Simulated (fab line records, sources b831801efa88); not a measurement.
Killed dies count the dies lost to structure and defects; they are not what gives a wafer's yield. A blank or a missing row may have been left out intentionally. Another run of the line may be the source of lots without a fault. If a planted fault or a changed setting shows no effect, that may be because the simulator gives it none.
Split-lot study | flow sfqLine | 23 wafers read across 5 lots, on a route 325 steps long

## ON THE SPLIT
At SFQ_TRILAYER_M5_LITHO_EXPOSE_124 (exposes mask M5, target cd 700 nm), the setting doseMj was moved away from the recipe's 14.4 on 9 of the 23 wafers read, by +2.2% to +4.2%. All remaining wafers had this setting at the recipe value.

## FROM THE SPLIT TO THE READING: what the file shows between them, 3 steps
- SFQ_TRILAYER_M5_LITHO_PEB_126: peb time 60 s
- SFQ_TRILAYER_M5_LITHO_DEVELOP_125: time 60 s
- SFQ_TRILAYER_M5_BARC_OPEN_METAL_ETCH_161: etches BARC in O2, target depth 125 nm, time 43.07 s

## THE READING
M5.cdNm (the simulator's own value, which no gauge read), in nm, at SFQ_TRILAYER_M5_ETCH_METAL_ETCH_126 (etches Nb in Cl2/BCl3, stops on SiO2, time 203.2 s, target depth 265 nm). The file gives no usual value for it. Across the 14 wafers here that went through the recipe, the average is 699.5 nm and the standard deviation 1.7 nm.

wafer  | tool, chamber at the split | doseMj as run | against the recipe | M5.cdNm, nm | against lot-mates on the recipe
L077.1 | krfScanner-02, 0           | 14.4          | recipe             | 700.2       | -
L077.2 | krfScanner-02, 0           | 15            | +4.2%              | 692         | -7.7
L077.3 | krfScanner-02, 0           | 15            | +4.2%              | 694.8       | -4.9
L077.4 | krfScanner-02, 0           | 14.4          | recipe             | 699.1       | -
L077.5 | krfScanner-02, 0           | 15            | +4.2%              | 692.6       | -7.1
L079.1 | krfScanner-02, 0           | 14.72         | +2.2%              | 697.9       | -5.1
L079.2 | krfScanner-02, 0           | 14.4          | recipe             | 702.7       | -
L079.3 | krfScanner-02, 0           | 14.72         | +2.2%              | 698.4       | -4.6
L079.5 | krfScanner-02, 0           | 14.4          | recipe             | 703.4       | -
L079.6 | krfScanner-02, 0           | 14.72         | +2.2%              | 698.5       | -4.5
L080.1 | krfScanner-02, 0           | 14.92         | +3.6%              | 693.7       | -4.8
L080.2 | krfScanner-02, 0           | 14.92         | +3.6%              | 693.9       | -4.6
L080.3 | krfScanner-02, 0           | 14.92         | +3.6%              | 694.5       | -4.0
L080.4 | krfScanner-02, 0           | 14.4          | recipe             | 697.7       | -
L080.6 | krfScanner-02, 0           | 14.4          | recipe             | 699.2       | -
L081.2 | krfScanner-02, 0           | 14.4          | recipe             | 698.1       | -
L081.3 | krfScanner-02, 0           | 14.4          | recipe             | 698.3       | -
L081.4 | krfScanner-02, 0           | 14.4          | recipe             | 699.6       | -
L081.5 | krfScanner-02, 0           | 14.4          | recipe             | 697.2       | -
L081.6 | krfScanner-02, 0           | 14.4          | recipe             | 700         | -
L083.2 | krfScanner-02, 0           | 14.4          | recipe             | 698.7       | -
L083.5 | krfScanner-02, 0           | 14.4          | recipe             | 698.7       | -
L083.4 | krfScanner-02, 0           | 14.4          | recipe             | 700.7       | -

THE FIT
A straight line over all 23 wafers: M5.cdNm changes by -1.45 nm for each +1% of doseMj; r = -0.84; the points scatter about the line by 1.7 nm.
The same after taking each lot's own level away (the mean of its wafers on the recipe; 23 wafers): -1.49 nm for each +1%; r = -0.93; scatter 1.1 nm.
That fit puts the effect of the largest move of doseMj on the reading at 6.2 nm.
From 698.45 to 703.05 nm: that is the span of the lots' own levels, equal to 2.7 times the standard deviation above.
Hence the lot-to-lot level has little effect on the slope; both slopes agree.
Check: with one of the wafers moved furthest among these (+4.2%) left out of the fit, the line predicts -6.05 nm for it against its lot-mates. It came out at -7.65 nm against them.

## THE OTHER SPLITS THESE WAFERS WENT THROUGH
Before the reading, these wafers also passed through other splits. Each is held against what the fit with the lots' levels taken away leaves over:
other split on the same wafers             | wafers away from the commonest value | r with M5.cdNm (lot level and that fit taken away)
SFQ_TRILAYER_M4_DEP_SPUTTER_091 timeS      | 5                                    | -0.17
SFQ_TRILAYER_M4_LITHO_COAT_093 spinRpm     | 8                                    | -0.07
SFQ_TRILAYER_M4_ETCH_METAL_ETCH_096 timeS  | 8                                    | +0.18
SFQ_TRILAYER_I4_VIA_LITHO_PEB_106 pebTempC | 5                                    | -0.12
SFQ_TRILAYER_JJ_CE_LITHO_COAT_119 spinRpm  | 9                                    | +0.08

## THE WHOLE CHAIN: every reading that the file lists as answering this split, in the file's order
step                                     | what it does                                                            | reading                                                  | change (the file's fit)              | r (the file's)
SFQ_TRILAYER_M5_BARC_OPEN_METAL_ETCH_161 | etches BARC in O2, target depth 125 nm, time 43.07 s                    | M5.cdNm (the simulator's own value, which no gauge read) | -1.66 nm for each +1% of the setting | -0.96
SFQ_TRILAYER_M5_ETCH_METAL_ETCH_126      | etches Nb in Cl2/BCl3, stops on SiO2, time 203.2 s, target depth 265 nm | M5.cdNm (the simulator's own value, which no gauge read) | -1.52 nm for each +1% of the setting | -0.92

## THE FILE'S OWN FIT
M5.cdNm changes by -1.52 nm for each +1% of doseMj, r = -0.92.
